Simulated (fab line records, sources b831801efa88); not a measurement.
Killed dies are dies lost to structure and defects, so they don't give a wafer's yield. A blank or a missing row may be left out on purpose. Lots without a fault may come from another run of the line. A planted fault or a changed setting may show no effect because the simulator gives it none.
fab line records | flow sky130
record lots=15 wafers=45 last_day=50
route steps=708 shown GATE_OXIDE@200 LDD_LDN@301 SD_P@326 LI_CONTACT@365
lots that met no fault: from a run of the same line without faults
start_h: hours from the record's first day to the start of the lot's first wafer shown | wait_h: hours since the lot's step before | " the same as in the row above | L1.1+2: a row that stands for several wafers | - no value, or no start given | * or withheld: withheld | < > ~ a bound
route shown NAME@n: a module of which the file shows steps, and the number in the route of the first | usual: mean/standard deviation of fault-free wafers | same: alike in all rows | chamber/n: place in a boat | sites: the reading at each site | _std_site: their standard deviation | _edge_site: outer sites' mean less inner sites' | radius_mm: how far each site lies from the wafer's centre | mask NAME#n: copy n | behind: the tool/chamber that last shaped the wafer | hold: why the lot was held/for how many hours/how that ended | device: the transistor (n, p or np) that didn't switch | end of line: the same wafers' tests at the end of the route | a step without rows: its recipe alone | killed: dies lost to structure and defects at the first sort, not the wafer's yield | map: a wafer's dies, x killed, . not, _ none there
set.NAME: the setting as run; set.NAME@STEP: as run at that earlier step | model.NAME: the simulator's own value behind a step, which no gauge read
steps of the route over a sample of lots; a table a step, a row a wafer
services: from which hour (start_h, from the record's first day; less than 0 if before it) a tool's chamber was out of use, for how many hours, and why
## steps
# step SKY_GATE_OXIDE_STRIP_13
# recipe chemistry=O2/N2 power_w=1400 pressure_mtorr=1500 platen_temp_c=withheld o2_flow_sccm=3000 n2_flow_sccm=300 overash_fraction=0.5
# usual drypump_motor_current_A=5.7/0.51 oes_product_au=0.716/0.0048 strip_time_to_endpoint_s=14.23/0.04
# same overash_fraction=0.5
# columns lot.wafer tool chamber start_h wait_h drypump_motor_current_A oes_product_au rf_hours_counter_h strip_time_to_endpoint_s
L936.1 plasma_asher-01 1 310.45 0.0 6.3 0.714 49 14.15
L936.4 " 1 " " 6.3 0.724 - 14.19
L936.6 " 1 " " 6.3 0.720 - 14.15
L937.1 plasma_asher-01 0 317.86 0.0 5.1 0.712 49 14.13
L937.2 " 1 " " 6.3 0.714 49 14.13
L937.3 " 0 " " 5.2 0.720 - 14.18
L938.3 plasma_asher-01 1 339.65 0.0 6.3 0.722 - 14.24
L938.5 " 0 " " 5.2 0.722 - 14.15
L938.6 " 1 " " 6.3 0.719 - 14.18
L940.1 plasma_asher-03 0 363.81 0.0 4.8 0.710 70 14.29
L940.3 " 0 " " 4.9 0.719 - 14.22
L940.5 " 0 " " 4.9 0.706 - 14.22
L942.3 plasma_asher-01 0 364.05 0.0 5.1 0.717 - 14.21
L942.4 " 1 " " 6.3 0.718 - 14.24
L942.5 " 1 " " 6.3 0.719 - 14.22
L941.2 plasma_asher-03 1 364.40 0.0 5.8 0.706 70 14.29
L941.3 " 0 " " 4.8 0.717 - 14.29
L941.4 " 1 " " 5.8 0.710 - 14.31
L943.3 plasma_asher-02 0 385.56 0.0 6.0 0.715 - 14.27
L943.4 " 1 " " 5.8 0.713 - 14.25
L943.5 " 0 " " 6.0 0.718 - 14.27
L944.1 plasma_asher-02 0 404.80 0.0 6.0 0.716 71 14.23
L944.4 " 1 " " 5.8 0.714 - 14.22
L944.5 " 0 " " 6.0 0.718 - 14.24
L946.2 plasma_asher-01 1 417.81 0.0 6.3 0.717 55 14.25
L946.3 " 1 " " 6.3 0.719 - 14.26
L946.4 " 0 " " 5.2 0.712 - 14.20
L948.1 plasma_asher-01 0 417.91 0.1 5.1 0.720 55 14.24
L948.4 " 1 " " 6.3 0.724 - 14.25
L948.6 " 0 " " 5.1 0.721 - 14.28
L950.2 plasma_asher-01 1 433.66 0.0 6.3 0.708 57 14.25
L950.3 " 1 " " 6.3 0.711 - 14.21
L950.4 " 0 " " 5.2 0.725 - 14.22
L951.2 plasma_asher-02 0 444.65 0.0 6.0 0.713 76 14.29
L951.3 " 0 " " 6.0 0.719 - 14.27
L951.6 " 1 " " 5.8 0.709 - 14.29
L952.1 plasma_asher-03 1 452.45 0.0 5.8 0.714 1 14.25
L952.4 " 1 " " 5.9 0.709 - 14.24
L952.6 " 1 " " 5.8 0.721 - 14.18
L957.2 plasma_asher-02 1 500.01 0.0 5.8 0.715 81 14.16
L957.3 " 1 " " 5.8 0.709 - 14.19
L957.4 " 0 " " 6.0 0.713 - 14.22
L958.2 plasma_asher-01 0 501.56 0.0 5.1 0.723 64 14.27
L958.5 " 1 " " 6.3 0.718 - 14.24
L958.6 " 0 " " 5.2 0.712 - 14.27
# step SKY_LDD_LDN_STRIP_12
# recipe chemistry=O2/N2 power_w=1400 pressure_mtorr=1500 platen_temp_c=withheld o2_flow_sccm=3000 n2_flow_sccm=300 overash_fraction=0.5
# usual drypump_motor_current_A=5.6/0.62 oes_product_au=0.716/0.0044 strip_time_to_endpoint_s=14.19/0.036
# same overash_fraction=0.5
# columns lot.wafer tool chamber start_h wait_h drypump_motor_current_A oes_product_au rf_hours_counter_h strip_time_to_endpoint_s
L936.1 plasma_asher-03 0 536.07 0.1 4.8 0.707 9 14.17
L936.4 " 1 " " 5.9 0.711 - 14.18
L936.6 " 0 " " 4.8 0.714 - 14.22
L937.1 plasma_asher-01 0 536.43 0.1 5.2 0.714 67 14.15
L937.2 " 1 " " 6.3 0.708 67 14.17
L937.3 " 0 " " 5.2 0.713 - 14.19
L938.3 plasma_asher-01 1 564.29 0.1 6.3 0.717 - 14.18
L938.5 " 1 " " 6.3 0.711 - 14.19
L938.6 " 0 " " 5.2 0.718 - 14.19
L941.2 plasma_asher-03 1 589.08 0.1 5.8 0.713 15 14.20
L941.3 " 1 " " 5.8 0.709 - 14.19
L941.4 " 0 " " 4.8 0.718 - 14.19
L942.3 plasma_asher-03 1 589.80 0.1 5.8 0.716 - 14.18
L942.4 " 0 " " 4.8 0.720 - 14.19
L942.5 " 0 " " 4.8 0.721 - 14.21
L940.1 plasma_asher-01 0 589.98 0.1 5.2 0.714 73 14.20
L940.3 " 1 " " 6.3 0.718 - 14.20
L940.5 " 1 " " 6.3 0.704 - 14.22
L943.3 plasma_asher-01 1 604.10 0.1 6.3 0.724 - 14.23
L943.4 " 0 " " 5.2 0.706 - 14.22
L943.5 " 1 " " 6.3 0.723 - 14.24
L944.1 plasma_asher-01 0 626.32 0.1 5.2 0.716 77 14.17
L944.4 " 0 " " 5.2 0.713 - 14.18
L944.5 " 1 " " 6.3 0.720 - 14.20
L946.2 plasma_asher-04 1 637.81 0.1 6.2 0.714 55 14.15
L946.3 " 1 " " 6.2 0.714 - 14.11
L946.4 " 0 " " 4.9 0.715 - 14.18
L948.1 plasma_asher-04 1 638.68 0.1 6.2 0.715 55 14.19
L948.4 " 1 " " 6.2 0.713 - 14.22
L948.6 " 1 " " 6.2 0.720 - 14.21
L950.2 plasma_asher-04 1 655.42 0.1 6.2 0.716 57 14.21
L950.3 " 0 " " 4.9 0.720 - 14.22
L950.4 " 1 " " 6.2 0.712 - 14.22
L951.2 plasma_asher-04 1 659.92 0.1 6.2 0.713 58 14.25
L951.3 " 0 " " 4.9 0.718 - 14.21
L951.6 " 1 " " 6.2 0.713 - 14.21
L952.1 plasma_asher-04 1 670.78 0.1 6.2 0.722 59 14.17
L952.4 " 0 " " 4.8 0.720 - 14.21
L952.6 " 0 " " 4.9 0.715 - 14.18
L957.2 plasma_asher-04 0 712.48 0.1 4.9 0.719 63 14.26
L957.3 " 1 " " 6.2 0.719 - 14.22
L957.4 " 0 " " 4.9 0.720 - 14.23
L958.2 plasma_asher-01 1 713.72 0.1 6.3 0.717 85 14.09
L958.5 " 1 " " 6.3 0.717 - 14.11
L958.6 " 0 " " 5.1 0.714 - 14.14
# step SKY_SD_P_DEVELOP_06
# recipe resist=NOVOLAK developer=TMAH develop_time_s=60 dev_temp_c=23
# usual chill_plate_temp_C=23.00/0.12 develop_time_s=60/0 developer_temp_C=23.00/0.11
# columns lot.wafer tool chamber start_h wait_h chill_plate_temp_C develop_time_s developer_temp_C
L936.1 litho_track-04 0 597.67 0.1 23.10 60 23.20
L936.4 " 0 " " 22.95 60 23.15
L936.6 " 0 " " 23.20 60 23.03
L937.1 litho_track-04 0 597.97 0.1 23.09 60 23.12
L937.2 " 0 " " 22.90 60 23.14
L937.3 " 0 " " 22.99 60 23.10
L938.3 litho_track-02 0 623.46 0.1 22.94 60 22.77
L938.5 " 0 " " 22.94 60 22.90
L938.6 " 0 " " 22.90 60 22.88
L941.2 litho_track-01 0 647.17 0.1 23.01 60 22.82
L941.3 " 0 " " 22.90 60 22.78
L941.4 " 0 " " 23.02 60 22.93
L942.3 litho_track-04 0 649.88 0.1 23.04 60 23.06
L942.4 " 0 " " 23.15 60 23.00
L942.5 " 0 " " 23.16 60 23.07
L940.1 litho_track-02 0 650.16 0.1 22.93 60 22.92
L940.3 " 0 " " 22.92 60 23.10
L940.5 " 0 " " 22.97 60 23.04
L943.3 litho_track-02 0 662.71 0.1 22.96 60 23.03
L943.4 " 0 " " 23.14 60 23.15
L943.5 " 0 " " 23.24 60 23.18
L944.1 litho_track-01 0 687.65 0.1 23.15 60 23.04
L944.4 " 0 " " 22.91 60 23.26
L944.5 " 0 " " 22.98 60 22.96
L948.1 litho_track-01 0 696.75 0.1 23.24 60 23.04
L948.4 " 0 " " 23.07 60 23.13
L948.6 " 0 " " 22.82 60 22.96
L946.2 litho_track-01 0 697.87 0.1 23.03 60 22.96
L946.3 " 0 " " 22.91 60 23.05
L946.4 " 0 " " 22.86 60 22.80
L950.2 litho_track-01 - 713.22 0.1 - - -
L950.3 " - " " - - -
L950.4 " - " " - - -
L951.2 litho_track-01 - 717.52 0.1 - - -
L951.3 " - " " - - -
L951.6 " - " " - - -
L952.1 litho_track-02 - 727.96 0.1 - - -
L952.4 " - " " - - -
L952.6 " - " " - - -
L957.2 litho_track-01 0 768.67 0.1 22.99 60 22.90
L957.3 " 0 " " 22.89 60 22.91
L957.4 " 0 " " 22.98 60 23.07
L958.2 litho_track-04 0 770.30 0.1 23.09 60 23.01
L958.5 " 0 " " 23.18 60 22.90
L958.6 " 0 " " 23.04 60 22.96
# step SKY_LI_CONTACT_BOW_MEAS_03
# recipe mode=bow
# usual LI_CONTACT_BOW=56/6.2
# columns lot.wafer tool chamber start_h wait_h LI_CONTACT_BOW[um]
L936.1 film_metro-03 - 657.80 0.2 59
L936.4 " - " " 51
L936.6 " - " " 58
L937.1 film_metro-01 - 658.16 0.2 52
L937.2 " - " " 60
L937.3 " - " " 59
L938.3 film_metro-01 - 683.10 0.3 65
L938.5 " - " " 54
L938.6 " - " " 68
L941.2 film_metro-01 - 706.45 0.1 64
L941.3 " - " " 62
L941.4 " - " " 60
L942.3 film_metro-03 - 707.92 0.2 54
L942.4 " - " " 64
L942.5 " - " " 58
L940.1 film_metro-02 - 709.86 0.2 66
L940.3 " - " " 54
L940.5 " - " " 41
L943.3 film_metro-02 - 720.63 0.2 60
L943.4 " - " " 68
L943.5 " - " " 52
L944.1 film_metro-01 - 744.97 0.1 53
L944.4 " - " " 50
L944.5 " - " " 48
L948.1 film_metro-01 - 753.24 0.1 53
L948.4 " - " " 60
L948.6 " - " " 52
L946.2 film_metro-01 - 754.79 0.1 59
L946.3 " - " " 48
L946.4 " - " " 50
L950.2 film_metro-01 - 769.90 0.2 50
L950.3 " - " " 51
L950.4 " - " " 48
L951.2 film_metro-03 - 773.49 0.2 58
L951.3 " - " " 45
L951.6 " - " " 65
L952.1 film_metro-01 - 783.21 0.1 55
L952.4 " - " " 44
L952.6 " - " " 58
L957.2 film_metro-03 - 823.92 0.2 56
L957.3 " - " " 69
L957.4 " - " " 58
L958.2 film_metro-03 - 825.93 0.2 43
L958.5 " - " " 56
L958.6 " - " " 53
## services
# columns tool chamber start_h hours kind
plasma_asher-01 - 366.47 4.3 pm
plasma_asher-01 - 374.77 24.6 pm
plasma_asher-01 - 399.42 15.6 pm
plasma_asher-03 - 402.37 28.1 pm
plasma_asher-02 - 416.96 1.8 repair
plasma_asher-03 - 430.47 9.0 pm
plasma_asher-03 0 430.47 9.0 vent_cycle
plasma_asher-03 1 430.47 9.0 vent_cycle
plasma_asher-02 - 431.94 6.0 repair
plasma_asher-03 0 439.47 - clean
plasma_asher-03 1 439.47 - clean
plasma_asher-03 - 475.91 0.8 repair
plasma_asher-02 - 586.94 1.7 repair
litho_track-04 - 711.71 - consumable_replace:filter
plasma_asher-02 - 715.90 0.7 repair
plasma_asher-02 - 733.75 9.0 pm
plasma_asher-02 0 733.75 9.0 vent_cycle
plasma_asher-02 1 733.75 9.0 vent_cycle
plasma_asher-02 0 742.75 - clean
plasma_asher-02 1 742.75 - clean
plasma_asher-01 - 768.38 1.8 repair
## key
first_sign step=SKY_SD_P_DEVELOP_06 reading=tool_record direction=missing
effect none on later readings
met_at SKY_SD_P_DEVELOP_06
struck_lots L950,L951,L952
sort_left_out L950.2,L950.3,L950.4,L951.2,L951.3,L951.6,L952.1,L952.4,L952.6
tester_left_out L950,L951,L952
not_acting_at SKY_GATE_OXIDE_STRIP_13,SKY_LDD_LDN_STRIP_12,SKY_LI_CONTACT_BOW_MEAS_03
onset_between 697.87 713.22
fault kind=skipped_step_whole tool=litho_track-01,litho_track-02 chamber=- onset_h=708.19 steps=SKY_SD_P_DEVELOP_06 scope=struck_lots_only
# tester_left_out: of these lots the tester's yield and bins aren't shown, on N5 and GAA mostly nor the transistor test; their killed dies are dies lost to structure and defects alone, not to doping, threshold or leakage, so they don't give the yield
# sort_left_out: the simulated sort isn't trusted on such a fault, so these wafers' sort isn't shown, and their yield isn't known
